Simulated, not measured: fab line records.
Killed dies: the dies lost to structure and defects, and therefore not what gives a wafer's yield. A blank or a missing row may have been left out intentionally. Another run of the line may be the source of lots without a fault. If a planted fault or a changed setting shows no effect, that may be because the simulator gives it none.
Struck lot and sound lot, side by side    flow sky130    22 steps out of a route of 708
Sound: wafers L763.4, L763.5, L763.6. Struck: wafers L773.2, L773.3, L773.5. Last of all comes the cause.
Order at every step that has rows: each side's tool, ch and its chambers, its first start. Under that, the readings that differ: sound wafers    struck wafers    difference of the means    sigmas: that difference in standard deviations of wafers without a fault.
alike: same words and numbers on both sides, and readings whose means sit less than 2 such deviations apart. not compared: any withheld reading, any reading some wafer has no value for, any bound like >300 that may hide the same value, and any number with overlapping values for which the record gives no deviation.
The two part at a step that has a row with sigmas, a row that says differs or no value, or rows on one side only. Non-overlapping numbers with no deviation appear without sigmas and do not part them. Lack of a reading on every wafer of one side parts them only where that side has two or more wafers.

SKY_METAL3_SPUTTER_00: material Ti, target thk 15 nm, time 10 s.
  sound on pvd-sputter-01 at day 35 23:47; struck on pvd-sputter-01 at day 39 12:05
  alike: throttle-valve-pct
then, 1 step without rows for these wafers: SKY_METAL3_SPUTTER_01 (material TiN, target thk 20 nm, time 16.7 s).
SKY_METAL3_SPUTTER_02: material AlCu, target thk 735 nm, time 39.1 s.
  sound on pvd-sputter-01 at day 35 23:50; struck on pvd-sputter-01 at day 39 12:08
  alike: throttle-valve-pct
SKY_METAL3_SPUTTER_03: material Ti, target thk 5 nm, time 3.3 s.
  sound on pvd-sputter-01 at day 35 23:52; struck on pvd-sputter-01 at day 39 12:10
  alike: throttle-valve-pct
then, 1 step without rows for these wafers: SKY_METAL3_SPUTTER_04 (material TiN, target thk 70 nm, time 58.3 s).
SKY_CAPM_CVD_00: deposits SiO2, target thk 15.5 nm.
  sound on pecvd-02 ch 0,1,2, day 35 23:57; struck on pecvd-02 ch 0,1,2, day 39 12:14
  alike: heater-power-w, rf-fwd-power-W
SKY_CAPM_THK_MEAS_01:
  sound on film-metro-02 at day 35 23:59; struck on film-metro-01 at day 39 12:16
  alike: CAPM_CVD_00_THK
SKY_CAPM_SPUTTER_02: material TiN, target thk 200 nm, time 166.7 s.
  sound on pvd-sputter-03 at day 36 00:01; struck on pvd-sputter-03 at day 39 12:19
  alike: throttle-valve-pct
SKY_CAPM_RS_MEAS_03: a four-point-probe measurement.
  sound on film-metro-02 at day 36 00:11; struck on film-metro-02 at day 39 12:27
  alike: CAPM_TIN_RS
SKY_CAPM_THK_MEAS_04: measures by xrf.
  sound on film-metro-02 at day 36 00:17; struck on film-metro-02 at day 39 12:34
  alike: CAPM_TIN_THK
then, 2 steps without rows for these wafers: SKY_CAPM_DEHYDRATE_05 (time 60 s); SKY_CAPM_HMDS_06 (prime time 60 s).
SKY_CAPM_COAT_07: resist thk 1140 nm.
  sound on litho-track-01 ch 0, day 36 13:38; struck on litho-track-04 ch 0, day 40 00:29
reading                                    sound           struck          difference  sigmas
model.NOVOLAK_of_CAPM_COAT_07.thk-nm (nm)  1144 1148 1146  1151 1153 1152  +6          
then, 4 steps without rows for these wafers: SKY_CAPM_SOFTBAKE_08 (time 60 s); SKY_CAPM_EXPOSE_09 (exposes mask CAPM, target cd 1000 nm); SKY_CAPM_PEB_10; SKY_CAPM_DEVELOP_11 (develop time 60 s).
SKY_CAPM_OVL_MEAS_12:
  sound on overlay-01 at day 37 02:20; struck on overlay-02 at day 40 12:11
  alike: CAPM_OVL
SKY_CAPM_METAL_ETCH_13: etches TiN in Cl2/BCl3, stops on SiO2, target depth 220 nm, time 62.9 s.
  sound on rie-metal-03 ch 0,1, day 37 02:24; struck on rie-metal-04 ch 0,1, day 40 12:13
reading                                    sound            struck          difference  sigmas
drypump-motor-current-A (A)                6.1 6.1 6.2      4.9 5.3 4.9     -1.1        -2
model.NOVOLAK_of_CAPM_COAT_07.thk-nm (nm)  996.1 1000 1000  1002 1006 1002  +5          
  alike: oes-product-au, rf-fwd-power-W, throttle-valve-pct
  not compared: rf-hours-counter-h
SKY_CAPM_STRIP_14: strips in O2/N2.
  sound on plasma-asher-03 ch 0,1, day 37 02:30; struck on plasma-asher-01 ch 1, day 40 12:17
  alike: drypump-motor-current-A, oes-product-au, strip-time-to-endpoint-s
  not compared: rf-hours-counter-h
then, 2 steps without rows for these wafers: SKY_CAPM_STRIP_15 (strips in post etch residue remover, time 1200 s); SKY_PAD_OPEN_PROBE_99.

WHERE THEY PART
Only at SKY_CAPM_METAL_ETCH_13, within this record. Later steps at which nothing parts them and some readings are alike: SKY_CAPM_STRIP_14.

WHY: what the simulator had put in
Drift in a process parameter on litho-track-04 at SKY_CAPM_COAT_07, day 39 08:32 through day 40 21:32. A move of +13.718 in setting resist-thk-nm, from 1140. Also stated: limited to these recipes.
